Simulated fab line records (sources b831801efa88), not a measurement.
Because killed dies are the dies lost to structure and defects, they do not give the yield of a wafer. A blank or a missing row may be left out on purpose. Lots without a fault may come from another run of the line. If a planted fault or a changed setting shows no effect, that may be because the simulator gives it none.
Chamber matching | flow gf180mcu | GF_CONTACT_CVD_00 on hdpcvd-02 has 3 sister chambers
The step deposits SiO2, target thk 300 nm, time 50 s. 3 wafers are shown with their chamber, then 8 later ones without.

== WAFERS, EACH WITH ITS CHAMBER ==
wafer  | chamber | sih4-flow-sccm (sccm)
L522.4 | 0       | 60.05
L530.4 | 2       | 60.33
L536.2 | 1       | 59.88

== WAFERS WITHOUT THEIR CHAMBER ==
wafer  | sih4-flow-sccm (sccm)
L536.3 | 60.20
L536.5 | 60.00
L538.1 | 59.89
L538.4 | 60.16
L538.6 | 60.35
L539.4 | 60.06
L539.5 | 59.76
L539.6 | 60.17

== THE CHAMBER EACH PASSED THROUGH ==
wafer  | from the rows above          | in truth
L536.3 | can't be placed: 2 or 0      | 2
L536.5 | can't be placed: 0 or 1      | 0
L538.1 | can't be placed: 1 or 0      | 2
L538.4 | can't be placed: 0 or 2 or 1 | 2
L538.6 | 2                            | 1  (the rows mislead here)
L539.4 | can't be placed: 0 or 1      | 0
L539.5 | can't be placed: 1 or 0      | 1
L539.6 | can't be placed: 0 or 2 or 1 | 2
0 of 8 placed correctly. Cannot be placed on the basis of these rows: 7; the candidates contain the true chamber in 6. Placed wrongly: 1.
How it was worked out, from the rows above alone: a wafer's distance from a chamber is the root of the sum, over the readings, of the square of ((its reading less the chamber's mean) divided by the reading's scatter). If the next closest chamber is less than 2 further off than the closest, the wafer can't be placed; otherwise it belongs to the closest. A chamber's mean is the mean of its shown wafers. The scatter: root of mean squared gap, hidden wafer to nearest shown wafer, with one shown wafer a chamber.
